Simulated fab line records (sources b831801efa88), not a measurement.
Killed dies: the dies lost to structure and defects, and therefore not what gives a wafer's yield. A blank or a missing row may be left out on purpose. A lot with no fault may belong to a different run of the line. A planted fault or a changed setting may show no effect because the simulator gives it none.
2 desks looking at one fault -- flow gf180mcu -- numbers are kept per desk, each desk with only its own; the story behind them comes last

== FOR THE TOOL OWNER'S DESK: rie diel-04 ==
The tool's own readings at GF_SAB_ETCH_11 (etches SiO2 in C4F8/O2/Ar, target depth 55 nm, time 8.5 s): means of the sampled wafers that have a number, for each lot that ran on this tool. Any lot whose mean is over 4 standard deviations away from the usual mean is out of limits and marked OUT; that distance is given in the brackets.
Columns: A = bias w at GF_SAB_ETCH_11, usual 1200 W; B = oes product au at GF_SAB_ETCH_11, usual 0.999 a.u.
lot,first seen here,A,B
L949,day 19 00:08,1198,0.996
L957,day 21 20:44,1177 (-6.0) OUT,0.993
This desk's finding: out of limits on L957; first on L957, day 21 20:44 (bias w at GF_SAB_ETCH_11). In limits: L949.

== METROLOGY DESK ==
Lot by lot, what the gauges showed, no matter which tool ran the lot: averages of those sampled wafers that carry a number. Any lot whose mean is over 4 standard deviations away from the usual mean is out of limits and marked OUT; that distance is given in the brackets.
Columns: A = PSD_RS at GF_PSD_RS_MEAS_15, usual 108.54 ohm/sq; B = SAB_CVD_00_THK at GF_SAB_THK_MEAS_01, usual 49.7 nm; C = cd nm at GF_SAB_CD_MEAS_09, usual 419.8 nm; D = SAB_OVL at GF_SAB_OVL_MEAS_10, usual -0.7 nm
lot,first seen here,A,B,C,D
L939,day 14 18:07,108.44,50.2,419.5,0.1
L941,day 15 07:41,108.42,49.5,418.9,1.2
L942,day 15 16:10,108.40,50.1,420.2,-1.8
L949,day 17 23:57,108.91,49.4,420.0,-1.4
L957,day 20 20:20,108.31,50.0,423.2,0.5
This desk found nothing out of limits on any of the 5 lots.

== TAKEN TOGETHER ==
At day 21 20:44, on L957, the tool owner's desk was in a position to raise an alarm.
Metrology desk: nothing out of limits seen.
The metrology desk holds a record of L957, inside its limits.
Every lot named ran GF_SAB_ETCH_11 on rie diel-04.

== WHAT WAS PUT IN BY THE SIMULATOR ==
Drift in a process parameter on rie diel-04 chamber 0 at GF_SAB_ETCH_11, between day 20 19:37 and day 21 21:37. From 1200, the setting bias w moved by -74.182. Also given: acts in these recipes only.
Lots struck among those shown: L957.
How many hours passed from the start of the fault until each desk's first out-of-limits reading: the tool owner's desk, 25.
